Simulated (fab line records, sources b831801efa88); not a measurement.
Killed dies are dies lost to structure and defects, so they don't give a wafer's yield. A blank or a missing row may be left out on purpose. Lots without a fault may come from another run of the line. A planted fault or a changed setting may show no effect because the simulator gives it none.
A struck lot beside a sound one | flow gf180mcu | 34 steps out of a route of 602
Sound: wafers L932.3, L932.5, L932.6. Struck: wafers L935.4, L935.5, L935.6. The cause comes at the end.
At each step with rows: each side's tool, then ch and its chambers, then its first start. Under that, the readings that differ: sound wafers | struck wafers | difference of the means | sigmas: that difference in standard deviations of wafers without a fault.
alike: readings whose means differ by less than 2 such deviations, and words and numbers that are the same on both sides. not compared: withheld readings, readings that some wafer has no value for, bounds like >300 that may hide the same value, and numbers for which the record gives no deviation and whose values overlap.
The two part at a step that has a row with sigmas, a row that says differs or no value, or rows on one side only. Numbers that don't overlap but have no deviation are shown without sigmas and don't part them. A reading that every wafer of one side lacks parts them only if that side has two wafers or more.

first, 1 step without rows for these wafers: GF_HV_LDD_CLEAN_51 (cleans in SC1/SC2, time 150 s).
GF_HV_LDD_RTA_52: time 10 s.
  sound on rtp_anneal-01 ch 0, day 15 03:12; struck on rtp_anneal-02 ch 0, day 15 17:31
  alike: lamp_power_pct, wafer_temp_C_max
GF_HV_LDD_RS_MEAS_53: measures by four-point-probe.
  sound on film_metro-01, day 15 03:17; struck on film_metro-01, day 15 17:38
  alike: HV_LDD_RS
then, 1 step without rows for these wafers: GF_HV_LDD_CVD_54 (deposits SiO2 from TEOS, target thk 10 nm, time 75 s).
GF_HV_LDD_THK_MEAS_55:
  sound on film_metro-04, day 15 04:25; struck on film_metro-04, day 15 18:44
  reading                | sound             | struck         | difference | sigmas
  HV_LDD_CVD_54_THK (nm) | 10.15 10.22 10.18 | 9.88 9.91 9.86 | -0.30      | -2
then, 1 step without rows for these wafers: GF_HV_LDD_CVD_56 (deposits Si3N4 from DCS/NH3, target thk 90 nm, time 1543 s).
GF_HV_LDD_THK_MEAS_57:
  sound on film_metro-01, day 15 05:54; struck on film_metro-04, day 15 20:14
  alike: HV_LDD_CVD_56_THK
GF_HV_LDD_ETCHBACK_58: etches Si3N4 in CH3F/O2, stops on SiO2, time 100 s, target depth 90 nm.
  sound on rie_diel-03 ch 0,1, day 15 05:56; struck on rie_diel-04 ch 2,3, day 15 20:16
  reading               | sound             | struck            | difference | sigmas
  oes_product_au (a.u.) | 0.834 0.832 0.827 | 0.850 0.840 0.845 | +0.014     | +2
  alike: drypump_motor_current_A, throttle_valve_pct
  not compared: rf_hours_counter_h
then, 4 steps without rows for these wafers: GF_NSD_DEHYDRATE_00 (time 60 s); GF_NSD_HMDS_01 (prime time 60 s); GF_NSD_COAT_02 (resist thk 1000 nm); GF_NSD_SOFTBAKE_03 (time 60 s).
GF_NSD_EXPOSE_04: exposes mask Nplus, target cd 400 nm.
  sound on iline_stepper-02 ch 0, day 15 16:49; struck on iline_stepper-01 ch 0, day 16 07:26
  reading | sound                   | struck                  | difference | sigmas
  mask    | Nplus#0 Nplus#0 Nplus#0 | Pplus#0 Pplus#0 Pplus#0 | differs    |
then, 2 steps without rows for these wafers: GF_NSD_PEB_05; GF_NSD_DEVELOP_06 (develop time 60 s).
GF_NSD_CD_MEAS_07: target cd 400 nm.
  sound on cd_sem-01, day 16 03:40; struck on cd_sem-01, day 16 18:05
  reading    | sound             | struck | difference                    | sigmas
  cd_nm (nm) | 401.6 402.0 402.3 | - - -  | no value on the struck wafers |
GF_NSD_OVL_MEAS_08:
  sound on overlay-01, day 16 03:46; struck on overlay-01, day 16 18:10
  reading      | sound          | struck | difference                    | sigmas
  NSD_OVL (nm) | -0.2 -1.1 -0.7 | - - -  | no value on the struck wafers |
then, 2 steps without rows for these wafers: GF_NSD_IMPLANT_09; GF_NSD_IMPLANT_10.
GF_NSD_STRIP_11: strips in O2/N2.
  sound on plasma_asher-01 ch 0,1, day 16 04:07; struck on plasma_asher-01 ch 0,1, day 16 18:31
  alike: drypump_motor_current_A, heater_power_w, o2_flow_sccm, oes_product_au, strip_time_to_endpoint_s
  not compared: rf_hours_counter_h
GF_NSD_TW_MEAS_12:
  sound on film_metro-04, day 16 04:12; struck on film_metro-02, day 16 18:37
  reading | sound          | struck   | difference | sigmas
  NSD_TW  | 4232 4243 4243 | 30 30 30 | -4209      | -65
then, 7 steps without rows for these wafers: GF_PSD_DEHYDRATE_00 (time 60 s); GF_PSD_HMDS_01 (prime time 60 s); GF_PSD_COAT_02 (resist thk 1000 nm); GF_PSD_SOFTBAKE_03 (time 60 s); GF_PSD_EXPOSE_04 (exposes mask Pplus, target cd 400 nm); GF_PSD_PEB_05; GF_PSD_DEVELOP_06 (develop time 60 s).
GF_PSD_CD_MEAS_07: target cd 400 nm.
  sound on cd_sem-02, day 17 02:27; struck on cd_sem-01, day 17 17:44
  reading    | sound             | struck            | difference | sigmas
  cd_nm (nm) | 393.2 395.5 395.6 | 401.6 401.1 400.9 | +6.4       | +3
GF_PSD_OVL_MEAS_08:
  sound on overlay-01, day 17 02:33; struck on overlay-01, day 17 17:49
  alike: PSD_OVL
then, 1 step without rows for these wafers: GF_PSD_IMPLANT_09.
GF_PSD_STRIP_10: strips in O2/N2.
  sound on plasma_asher-02 ch 0,1, day 17 02:45; struck on plasma_asher-03 ch 0,1, day 17 18:01
  alike: drypump_motor_current_A, heater_power_w, o2_flow_sccm, oes_product_au, strip_time_to_endpoint_s
  not compared: rf_hours_counter_h
GF_PSD_TW_MEAS_11:
  sound on film_metro-02, day 17 02:50; struck on film_metro-04, day 17 18:07
  reading | sound          | struck         | difference | sigmas
  PSD_TW  | 3184 3188 3199 | 4156 4140 4160 | +962       | +17
then, 1 step without rows for these wafers: GF_PSD_CLEAN_12 (cleans in SC1/SC2, time 150 s).

WHERE THEY PART
First at GF_HV_LDD_THK_MEAS_55; last, within this record, at GF_PSD_TW_MEAS_11.

WHY: what the simulator had put in
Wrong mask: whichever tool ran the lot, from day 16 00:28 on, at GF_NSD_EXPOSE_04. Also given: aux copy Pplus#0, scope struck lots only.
